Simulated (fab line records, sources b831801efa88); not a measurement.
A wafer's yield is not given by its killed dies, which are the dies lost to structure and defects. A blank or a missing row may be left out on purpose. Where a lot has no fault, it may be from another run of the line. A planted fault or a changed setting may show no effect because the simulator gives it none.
One fault through the eyes of 2 desks | flow sky130 | numbers are kept per desk, each desk with only its own; the story behind them comes last

METROLOGY DESK
Means of the sampled wafers that have a number, per lot and without regard to the tool the lot ran on: this is what the gauges read. The brackets show how far a lot's mean lies from the usual mean; more than 4 standard deviations puts the lot out of limits, marked OUT.
Columns: A = LDD_N_TW at SKY_LDD_N_TW_MEAS_17, usual 2577
lot  | first seen here | A
L358 | day 17 22:12    | 2560
L361 | day 18 22:54    | 2556
L362 | day 19 10:17    | 2560
L363 | day 20 06:59    | 2566
L366 | day 21 06:21    | 2592
L367 | day 21 16:26    | 2581
L368 | day 21 18:14    | 2580
L370 | day 22 14:14    | 2590
L378 | day 25 13:37    | 2595
L379 | day 25 15:40    | 2602
L381 | day 26 00:54    | 2583
L380 | day 26 03:42    | 2594
This desk's verdict: no lot among the 12 shows anything out of limits.

TOOL OWNER'S DESK, implanter-04
For each lot that ran on this tool, the mean over its sampled wafers that have a number, from the tool's own readings at SKY_RES_XHIGH_IMPLANT_07. The brackets show how far a lot's mean lies from the usual mean; more than 4 standard deviations puts the lot out of limits, marked OUT.
Columns: A = beam-energy-keV at SKY_RES_XHIGH_IMPLANT_07, usual 20.001; B = beam-on-s at SKY_RES_XHIGH_IMPLANT_07, usual 36.9 s; C = dose-ions-cm2 at SKY_RES_XHIGH_IMPLANT_07, usual 3.6e+14; D = faraday-current-uA at SKY_RES_XHIGH_IMPLANT_07, usual 550
lot  | first seen here | A                        | B    | C       | D
L366 | day 30 00:29    | 20.001                   | 36.0 | 3.6e+14 | 564
L367 | day 30 10:08    | 20.004                   | 36.5 | 3.6e+14 | 555
L368 | day 30 14:16    | 21.030 (+99 or more) OUT | 33.9 | 3.6e+14 | 596
L370 | day 31 06:25    | 21.038 (+99 or more) OUT | 34.0 | 3.6e+14 | 595
L378 | day 33 21:24    | 20.003                   | 36.2 | 3.6e+14 | 560
L380 | day 34 08:20    | 20.000                   | 36.6 | 3.6e+14 | 553
Finding of this desk: L368, L370 out of limits; the first was L368 at day 30 14:16, on beam-energy-keV at SKY_RES_XHIGH_IMPLANT_07. Within limits: L366, L367, L378, L380.

TAKEN TOGETHER
At day 30 14:16, on L368, L370, the tool owner's desk was in a position to raise an alarm.
Metrology desk: nothing out of limits seen.
The metrology desk holds a record of L368, L370, inside its limits.
Every lot named ran SKY_RES_XHIGH_IMPLANT_07 on implanter-04.

WHAT WAS PUT IN BY THE SIMULATOR
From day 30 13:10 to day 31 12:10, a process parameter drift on implanter-04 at SKY_RES_XHIGH_IMPLANT_07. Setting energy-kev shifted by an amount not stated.
Shown lots that were struck: L368, L370.
Time in hours from fault onset to the first out-of-limits reading at each desk: the tool owner's desk, 1.
